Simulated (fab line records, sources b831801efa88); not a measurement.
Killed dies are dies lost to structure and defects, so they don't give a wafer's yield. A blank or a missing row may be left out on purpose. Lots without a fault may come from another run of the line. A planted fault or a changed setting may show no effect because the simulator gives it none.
Problem report in the 8D (eight disciplines) form, filled by code | flow gf180mcu | the parts of the form that need people (team, actions taken, sign-off) are left out

1. THE PROBLEM
overpolish_run_s at GF_V3_CMP_26 reads a mean of 0.039 s on 9 wafers of 3 lots; wafers without a fault read 14.999 s with a standard deviation of 0.0092. That is -99 or more standard deviations from the usual mean.
The step: polishes, stops on SiO2, t overpolish 15 s, target thk 0 nm.
First seen on wafer L741.4, day 24 07:05, on cmp-02. The record holds 39 wafers of 13 lots with a number at this step. Rule for "out", or "out of limits": more than 4 standard deviations from the usual mean. The other wafers with a number count as sound.

2. WHAT IT IS AND WHAT IT IS NOT
question                    | is                                   | is not
which readings at this step | overpolish_run_s, time_to_endpoint_s | motor_current_A
which lots                  | L741, L742, L743                     | L739, L740, L751, L752, L753, L754, L755, L756, L757, L758
which wafers of those lots  | all that have a number               | -
read on which tools         | cmp-02                               | cmp-01
when                        | from day 24 07:05                    | up to then (6 sound wafers); but 24 sound wafers of L751, L752, L753, L754, L755, L756, L757, L758 came after

3. SUSPECTS, AND WHAT RULES EACH OUT
Counting: a tool at a process step up to the reading stays a suspect if it ran every lot that is out and no sound lot after the first of them.
- cmp-02 at GF_V3_CMP_26 (polishes, stops on SiO2, t overpolish 15 s, target thk 0 nm): ruled out as a lasting fault. Sound lots L751, L752, L753, L754, L755, L757 ran on it after its first lot that is out, L741 (day 24 07:05).
Left after counting: nothing in the record.

4. THE CAUSE (what the simulator had put in)
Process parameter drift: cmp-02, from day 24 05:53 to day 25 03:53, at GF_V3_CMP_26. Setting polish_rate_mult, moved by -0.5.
Counting ruled it out, wrongly.

5. THE CHAIN OF EFFECTS, in route order
Each row: a reading whose mean over the struck wafers that have a number lies more than 3 standard deviations from the usual. Only readings for which the record gives a usual standard deviation are gone through. hours: the time from each lot's start at the first step in this table that gives one to its start at this step, as a median over the lots. sigmas: the change in usual standard deviations.
hours | step                    | reading              | usual    | on struck wafers | change  | sigmas
0     | GF_V3_CMP_26            | overpolish_run_s     | 14.999 s | 0.039            | -14.960 | -99 or more
0     | GF_V3_CMP_26            | time_to_endpoint_s   | 88 s     | 131              | +43     | +12
150   | GF_PASSIVATION_PROBE_99 | defect_limited_yield | 90.3 %   | 0.0              | -90.3   | -60
150   | GF_PASSIVATION_PROBE_99 | killed_at_M0_to_M3   | 20       | 466              | +446    | +97
150   | GF_PASSIVATION_PROBE_99 | killed_dies          | 48       | 492              | +444    | +62
150   | GF_PASSIVATION_PROBE_99 | killed_on_rim        | 9.2      | 96.0             | +86.8   | +35
150   | GF_PASSIVATION_PROBE_99 | sort_bin_3_pad_short | 0.43 %   | 90.61            | +90.18  | +99 or more
150   | GF_PASSIVATION_PROBE_99 | sort_n_pass          | 444      | 0                | -444    | -62
150   | GF_PASSIVATION_PROBE_99 | sort_yield_pct       | 90.3 %   | 0.0              | -90.3   | -60
The process steps in it:
- GF_V3_CMP_26: polishes, stops on SiO2, t overpolish 15 s, target thk 0 nm.
- GF_PASSIVATION_PROBE_99

6. WHAT WOULD HAVE CAUGHT IT SOONER
In this record the first reading out of limits was taken at day 24 07:05, 1 hour after the fault began at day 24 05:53.
